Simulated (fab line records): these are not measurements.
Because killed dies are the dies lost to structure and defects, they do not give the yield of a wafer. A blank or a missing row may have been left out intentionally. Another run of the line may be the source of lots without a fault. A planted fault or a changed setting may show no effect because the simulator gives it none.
fab line records ; flow gf180mcu
record lots=14; wafers=42; lastDay=34
route steps=602 shown POLY_GATE@168 HV_LDD@221 NSD@243
lots untouched by any fault: they come from a run of this same line in which no faults occurred
startH: the number of hours between the record's first day and the start of the first shown wafer of the lot ; waitH: hours since the lot's step before ; " same as the row above ; L1.1+2: several wafers, shown together as one row ; - no value, or no start was given ; * or withheld: withheld ; < > ~ a bound
route shown NAME@n: NAME is a module with steps in the file, n the number in the route of the first one ; usual: the fault-free wafers' mean and standard deviation ; same: alike in all rows ; chamber/n: place in a boat ; sites: readings site by site ; _std_site: standard deviation of those values ; _edge_site: mean of outer sites minus mean of inner sites ; radiusMm: for every site, how far away it sits from the centre of the wafer ; mask NAME#n: copy n ; behind: the last tool/chamber to shape the wafer ; hold: what put the lot on hold/how long, in hours/how the hold closed ; device: the transistor (n, p or np) that didn't switch ; end of line: the same wafers' tests at the end of the route ; a step given without rows: its recipe and nothing more ; killed: at the first sort, the dies lost to defects and structure; wafer yield is something else ; map: a wafer's dies, x killed, . not, _ none there
set.NAME: the setting the step ran with; set.NAME@STEP: the setting that earlier step ran with ; model.NAME: the simulator's own value behind a step, which no gauge read
route steps across a sampled set of lots; one table per step, one row per wafer
## steps
# step GF_POLY_GATE_OVL_MEAS_11
# usual POLY_GATE_OVL=-2/5.3
lot.wafer;tool;chamber;startH;waitH;POLY_GATE_OVL[nm]
L630.1;overlay-01;-;201.95;0.1;2
L630.3;overlay-01;-;201.95;0.1;6
L630.6;overlay-01;-;201.95;0.1;-1
L631.1;overlay-02;-;209.60;0.1;-3
L631.3;overlay-02;-;209.60;0.1;-4
L631.4;overlay-02;-;209.60;0.1;-8
L634.1;overlay-01;-;233.25;0.1;-4
L634.2;overlay-01;-;233.25;0.1;-5
L634.3;overlay-01;-;233.25;0.1;-3
L635.1;overlay-01;-;239.38;0.1;-7
L635.3;overlay-01;-;239.38;0.1;-4
L635.4;overlay-01;-;239.38;0.1;-10
L637.2;overlay-01;-;255.78;0.1;6
L637.3;overlay-01;-;255.78;0.1;-7
L637.5;overlay-01;-;255.78;0.1;2
L639.1;overlay-02;-;266.18;0.1;3
L639.3;overlay-02;-;266.18;0.1;-9
L639.4;overlay-02;-;266.18;0.1;-6
L640.1;overlay-01;-;276.25;0.1;-5
L640.5;overlay-01;-;276.25;0.1;-1
L640.6;overlay-01;-;276.25;0.1;1
L641.1;overlay-01;-;283.30;0.1;-2
L641.3;overlay-01;-;283.30;0.1;0
L641.5;overlay-01;-;283.30;0.1;-4
L646.1;overlay-01;-;320.48;0.1;0
L646.3;overlay-01;-;320.48;0.1;4
L646.4;overlay-01;-;320.48;0.1;1
L647.2;overlay-01;-;329.10;0.1;-7
L647.5;overlay-01;-;329.10;0.1;-3
L647.6;overlay-01;-;329.10;0.1;-9
L648.2;overlay-01;-;332.95;0.1;-9
L648.3;overlay-01;-;332.95;0.1;5
L648.6;overlay-01;-;332.95;0.1;-1
L649.4;overlay-01;-;339.64;0.1;-5
L649.5;overlay-01;-;339.64;0.1;7
L649.6;overlay-01;-;339.64;0.1;6
L651.4;overlay-01;-;356.28;0.1;6
L651.5;overlay-01;-;356.28;0.1;-8
L651.6;overlay-01;-;356.28;0.1;-1
L652.1;overlay-01;-;362.53;0.1;0
L652.3;overlay-01;-;362.53;0.1;-4
L652.5;overlay-01;-;362.53;0.1;2
# step GF_POLY_GATE_CD_MEAS_18
# usual cdNm=280.1/1.8
lot.wafer;tool;chamber;startH;waitH;cdNm
L630.1;cdSem-01;-;205.87;0.1;280.5
L630.3;cdSem-01;-;205.87;0.1;280.2
L630.6;cdSem-01;-;205.87;0.1;281.5
L631.1;cdSem-01;-;211.20;0.1;283.1
L631.3;cdSem-01;-;211.20;0.1;282.6
L631.4;cdSem-01;-;211.20;0.1;282.0
L634.1;cdSem-02;-;234.85;0.1;280.9
L634.2;cdSem-02;-;234.85;0.1;280.3
L634.3;cdSem-02;-;234.85;0.1;280.8
L635.1;cdSem-01;-;242.09;0.1;281.4
L635.3;cdSem-01;-;242.09;0.1;281.8
L635.4;cdSem-01;-;242.09;0.1;281.3
L637.2;cdSem-01;-;261.81;0.1;280.7
L637.3;cdSem-01;-;261.81;0.1;281.2
L637.5;cdSem-01;-;261.81;0.1;282.4
L639.1;cdSem-01;-;270.20;0.1;281.4
L639.3;cdSem-01;-;270.20;0.1;280.0
L639.4;cdSem-01;-;270.20;0.1;279.4
L640.1;cdSem-02;-;279.81;0.1;277.9
L640.5;cdSem-02;-;279.81;0.1;277.5
L640.6;cdSem-02;-;279.81;0.1;277.9
L641.1;cdSem-01;-;284.90;0.1;280.9
L641.3;cdSem-01;-;284.90;0.1;283.3
L641.5;cdSem-01;-;284.90;0.1;284.2
L646.1;cdSem-01;-;323.11;0.1;278.8
L646.3;cdSem-01;-;323.11;0.1;277.0
L646.4;cdSem-01;-;323.11;0.1;278.7
L647.2;cdSem-01;-;330.73;0.1;281.3
L647.5;cdSem-01;-;330.73;0.1;279.5
L647.6;cdSem-01;-;330.73;0.1;279.7
L648.2;cdSem-01;-;335.02;0.1;280.2
L648.3;cdSem-01;-;335.02;0.1;280.5
L648.6;cdSem-01;-;335.02;0.1;279.1
L649.4;cdSem-02;-;341.31;0.1;279.6
L649.5;cdSem-02;-;341.31;0.1;279.0
L649.6;cdSem-02;-;341.31;0.1;279.3
L651.4;cdSem-01;-;359.25;0.1;277.2
L651.5;cdSem-01;-;359.25;0.1;277.8
L651.6;cdSem-01;-;359.25;0.1;277.9
L652.1;cdSem-02;-;364.15;0.1;280.1
L652.3;cdSem-02;-;364.15;0.1;279.4
L652.5;cdSem-02;-;364.15;0.1;279.6
# step GF_HV_LDD_DEVELOP_45
# recipe developTimeS=60; devTempC=23
# usual chillPlateTempC=23.00/0.11; developTimeS=60/0; resistLineTempC=22.99/0.11
lot.wafer;tool;chamber;startH;waitH;chillPlateTempC;developTimeS;resistLineTempC
L630.1;lithoTrack-04;0;279.96;0.1;23.06;60;22.90
L630.3;lithoTrack-04;0;279.96;0.1;23.05;60;23.01
L630.6;lithoTrack-04;0;279.96;0.1;23.13;60;22.92
L631.1;lithoTrack-01;0;284.98;0.1;23.14;60;23.09
L631.3;lithoTrack-01;0;284.98;0.1;23.08;60;23.10
L631.4;lithoTrack-01;0;284.98;0.1;23.02;60;23.18
L634.1;lithoTrack-01;0;312.52;0.1;23.04;60;22.86
L634.2;lithoTrack-01;0;312.52;0.1;22.90;60;23.00
L634.3;lithoTrack-01;0;312.52;0.1;22.97;60;22.90
L635.1;lithoTrack-04;0;322.06;0.1;22.97;60;23.17
L635.3;lithoTrack-04;0;322.06;0.1;22.85;60;23.08
L635.4;lithoTrack-04;0;322.06;0.1;22.94;60;22.97
L637.2;lithoTrack-01;0;343.05;0.1;23.08;60;23.03
L637.3;lithoTrack-01;0;343.05;0.1;22.88;60;22.98
L637.5;lithoTrack-01;0;343.05;0.1;23.03;60;23.06
L639.1;lithoTrack-03;0;353.18;0.1;22.99;60;22.96
L639.3;lithoTrack-03;0;353.18;0.1;22.94;60;23.00
L639.4;lithoTrack-03;0;353.18;0.1;23.03;60;23.22
L640.1;lithoTrack-01;-;363.02;0.1;-;-;-
L640.5;lithoTrack-01;-;363.02;0.1;-;-;-
L640.6;lithoTrack-01;-;363.02;0.1;-;-;-
L641.1;lithoTrack-04;-;371.26;0.1;-;-;-
L641.3;lithoTrack-04;-;371.26;0.1;-;-;-
L641.5;lithoTrack-04;-;371.26;0.1;-;-;-
L646.1;lithoTrack-03;0;413.43;0.1;23.04;60;23.01
L646.3;lithoTrack-03;0;413.43;0.1;22.95;60;23.00
L646.4;lithoTrack-03;0;413.43;0.1;22.97;60;22.92
L647.2;lithoTrack-04;0;421.58;0.1;23.16;60;22.94
L647.5;lithoTrack-04;0;421.58;0.1;23.07;60;22.88
L647.6;lithoTrack-04;0;421.58;0.1;23.16;60;22.88
L648.2;lithoTrack-04;0;426.08;0.1;23.32;60;23.01
L648.3;lithoTrack-04;0;426.08;0.1;23.15;60;23.16
L648.6;lithoTrack-04;0;426.08;0.1;23.22;60;23.02
L649.4;lithoTrack-04;0;433.23;0.1;23.03;60;23.25
L649.5;lithoTrack-04;0;433.23;0.1;23.10;60;22.88
L649.6;lithoTrack-04;0;433.23;0.1;23.16;60;22.93
L651.4;lithoTrack-04;0;452.78;0.1;23.00;60;22.93
L651.5;lithoTrack-04;0;452.78;0.1;23.06;60;22.86
L651.6;lithoTrack-04;0;452.78;0.1;22.96;60;22.83
L652.1;lithoTrack-01;0;457.37;0.1;23.03;60;23.10
L652.3;lithoTrack-01;0;457.37;0.1;23.22;60;22.97
L652.5;lithoTrack-01;0;457.37;0.1;23.08;60;22.91
# step GF_NSD_OVL_MEAS_08
# usual NSD_OVL=-0.5/1.5
lot.wafer;tool;chamber;startH;waitH;NSD_OVL[nm]
L630.1;overlay-02;-;304.15;0.1;1.5
L630.3;overlay-02;-;304.15;0.1;-0.6
L630.6;overlay-02;-;304.15;0.1;0.0
L631.1;overlay-01;-;310.48;0.1;-0.6
L631.3;overlay-01;-;310.48;0.1;1.5
L631.4;overlay-01;-;310.48;0.1;-0.2
L634.1;overlay-01;-;336.98;0.1;-2.8
L634.2;overlay-01;-;336.98;0.1;-2.7
L634.3;overlay-01;-;336.98;0.1;-2.1
L635.1;overlay-01;-;346.65;0.1;0.3
L635.3;overlay-01;-;346.65;0.1;0.7
L635.4;overlay-01;-;346.65;0.1;0.4
L637.2;overlay-02;-;368.85;0.1;-0.4
L637.3;overlay-02;-;368.85;0.1;-0.2
L637.5;overlay-02;-;368.85;0.1;0.1
L639.1;overlay-01;-;379.13;0.1;-3.4
L639.3;overlay-01;-;379.13;0.1;-1.4
L639.4;overlay-01;-;379.13;0.1;-1.6
L646.1;overlay-01;-;440.02;0.1;-1.3
L646.3;overlay-01;-;440.02;0.1;-1.1
L646.4;overlay-01;-;440.02;0.1;-2.6
L647.2;overlay-01;-;449.01;0.1;-0.7
L647.5;overlay-01;-;449.01;0.1;-1.5
L647.6;overlay-01;-;449.01;0.1;-1.0
L648.2;overlay-01;-;453.50;0.1;-0.2
L648.3;overlay-01;-;453.50;0.1;0.5
L648.6;overlay-01;-;453.50;0.1;0.0
L649.4;overlay-02;-;460.99;0.1;-2.0
L649.5;overlay-02;-;460.99;0.1;-0.8
L649.6;overlay-02;-;460.99;0.1;-2.5
L651.4;overlay-02;-;480.01;0.1;-0.2
L651.5;overlay-02;-;480.01;0.1;-0.6
L651.6;overlay-02;-;480.01;0.1;-1.5
L652.1;overlay-01;-;484.92;0.1;2.8
L652.3;overlay-01;-;484.92;0.1;4.0
L652.5;overlay-01;-;484.92;0.1;4.1
## key
firstSign step=GF_HV_LDD_DEVELOP_45; reading=toolRecord; direction=missing
effect none on later readings
metAt GF_HV_LDD_DEVELOP_45
struckLots L640,L641
laterRowsLeftOut L640.1,L640.5,L640.6,L641.1,L641.3,L641.5
sortLeftOut L640.1,L640.5,L640.6,L641.1,L641.3,L641.5
testerLeftOut L640,L641
notActingAt GF_POLY_GATE_OVL_MEAS_11,GF_POLY_GATE_CD_MEAS_18,GF_NSD_OVL_MEAS_08
onsetBetween 343.05 363.02
fault kind=skippedStepWhole; tool=lithoTrack-01,lithoTrack-04; chamber=-; onsetH=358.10; steps=GF_HV_LDD_DEVELOP_45; scope=struckLotsOnly
# testerLeftOut: of these lots the tester's yield and bins aren't shown, on N5 and GAA mostly nor the transistor test; their killed dies are dies lost to structure and defects alone, not to doping, threshold or leakage, so they don't give the yield
# sortLeftOut: the simulated sort isn't trusted on such a fault, so these wafers' sort isn't shown, and their yield isn't known
# laterRowsLeftOut: the simulator's readings of these wafers behind a module that went badly wrong aren't trusted and aren't shown, but for the sort
